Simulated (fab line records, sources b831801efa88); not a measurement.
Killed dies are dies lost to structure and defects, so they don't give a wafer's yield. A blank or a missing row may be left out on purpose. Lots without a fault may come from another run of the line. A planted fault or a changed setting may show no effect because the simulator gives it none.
Chamber matching | flow sky130 | SKY_VIA1_CMP_24 on cmp-02: 4 sister chambers
The step polishes, stops on SiO2, t overpolish 15 s, target thk 0 nm. 4 wafers are shown with their chamber, then 12 later ones without.

WAFERS WITH THEIR CHAMBER
wafer  | chamber | motor_current_A (A)
L087.5 | 3       | 8.8
L087.2 | 2       | 12.1
L087.3 | 1       | 12.0
L087.6 | 0       | 10.4

WAFERS WITHOUT THEIR CHAMBER
wafer  | motor_current_A (A)
L089.1 | 9.1
L089.5 | 10.4
L089.6 | 9.2
L093.3 | 9.6
L093.5 | 9.6
L093.6 | 10.5
L093.1 | 12.0
L093.2 | 11.9
L093.4 | 10.5
L097.3 | 11.9
L097.4 | 9.7
L097.5 | 11.7

WHICH CHAMBER EACH WENT THROUGH
wafer  | from the rows above     | in truth
L089.1 | 3                       | 3
L089.5 | 0                       | 0
L089.6 | can't be placed: 3 or 0 | 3
L093.3 | can't be placed: 3 or 0 | 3
L093.5 | can't be placed: 3 or 0 | 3
L093.6 | 0                       | 0
L093.1 | can't be placed: 1 or 2 | 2
L093.2 | can't be placed: 1 or 2 | 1
L093.4 | 0                       | 0
L097.3 | can't be placed: 1 or 2 | 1
L097.4 | can't be placed: 0 or 3 | 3
L097.5 | can't be placed: 1 or 2 | 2
Placed correctly: 4 of 12. Can't be placed from these rows: 8 (the true chamber is among the candidates in 8). Placed wrongly: 0.
How it was worked out, from the rows above alone: a wafer's distance from a chamber is the root of the sum, over the readings, of the square of ((its reading less the chamber's mean) divided by the reading's scatter). The wafer belongs to the nearest chamber; if the next one is less than 2 further off, it can't be placed. A chamber's mean is the mean of its shown wafers. The scatter: with one shown wafer a chamber, the root of the mean of the squares of how far each hidden wafer lies from its nearest shown one.
